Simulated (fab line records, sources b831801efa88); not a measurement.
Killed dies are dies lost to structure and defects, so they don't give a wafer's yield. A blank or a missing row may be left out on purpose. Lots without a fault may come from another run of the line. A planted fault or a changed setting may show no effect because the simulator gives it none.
Problem report in the 8D (eight disciplines) form, filled by code | flow sky130 | the parts of the form that need people (team, actions taken, sign-off) are left out

1. THE PROBLEM
oes_product_au at SKY_SONOS_ONO_STRIP_17 reads a mean of 0.905 a.u. on 3 wafers of 1 lot; wafers without a fault read 0.710 a.u. with a standard deviation of 0.0046. That is +42 standard deviations from the usual mean.
The step: strips in O2/N2.
First seen on wafer L402.2, day 16 13:53, on plasma_asher-01. The record holds 39 wafers of 13 lots with a number at this step. Rule for "out", or "out of limits": more than 4 standard deviations from the usual mean. The other wafers with a number count as sound.

2. WHAT IT IS AND WHAT IT IS NOT
question                    | is                     | is not
which readings at this step | oes_product_au         | -
which lots                  | L402                   | L391, L392, L393, L395, L396, L397, L408, L409, L410, L411, L412, L413
which wafers of those lots  | all that have a number | -
read on which tools         | plasma_asher-01        | plasma_asher-03, plasma_asher-04
when                        | from day 16 13:53      | up to then (18 sound wafers); but 18 sound wafers of L408, L409, L410, L411, L412, L413 came after

3. SUSPECTS, AND WHAT RULES EACH OUT
Counting: a tool at a process step up to the reading stays a suspect if it ran every lot that is out and no sound lot after the first of them.
- plasma_asher-01 at SKY_SONOS_ONO_STRIP_17 (strips in O2/N2): ruled out as a lasting fault. Sound lots L409, L411, L412 ran on it after its first lot that is out, L402 (day 16 13:53).
Left after counting: nothing in the record.

4. THE CAUSE (what the simulator had put in)
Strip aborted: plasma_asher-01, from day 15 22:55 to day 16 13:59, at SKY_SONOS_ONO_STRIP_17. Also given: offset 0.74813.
Counting ruled it out, wrongly.

5. THE CHAIN OF EFFECTS, in route order
Each row: a reading whose mean over the struck wafers that have a number lies more than 3 standard deviations from the usual. Only readings for which the record gives a usual standard deviation are gone through. hours: the time from each lot's start at the first step in this table that gives one to its start at this step, as a median over the lots. sigmas: the change in usual standard deviations.
hours | step                   | reading             | usual      | on struck wafers | change | sigmas
0     | SKY_SONOS_ONO_STRIP_17 | oes_product_au      | 0.710 a.u. | 0.905            | +0.195 | +42
807   | SKY_PAD_OPEN_PROBE_99  | killed_at_front_end | 16         | 416              | +400   | +82
807   | SKY_PAD_OPEN_PROBE_99  | killed_dies         | 87         | 492              | +405   | +42
807   | SKY_PAD_OPEN_PROBE_99  | killed_on_rim       | 17         | 96               | +79    | +21
The process steps in it:
- SKY_SONOS_ONO_STRIP_17: strips in O2/N2.
- SKY_PAD_OPEN_PROBE_99
Readings that are blank on the struck wafers while sound wafers have them: strip_time_to_endpoint_s at SKY_SONOS_ONO_STRIP_17.

6. WHAT WOULD HAVE CAUGHT IT SOONER
In this record the first reading out of limits was taken at day 16 13:53, 15 hours after the fault began at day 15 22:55.
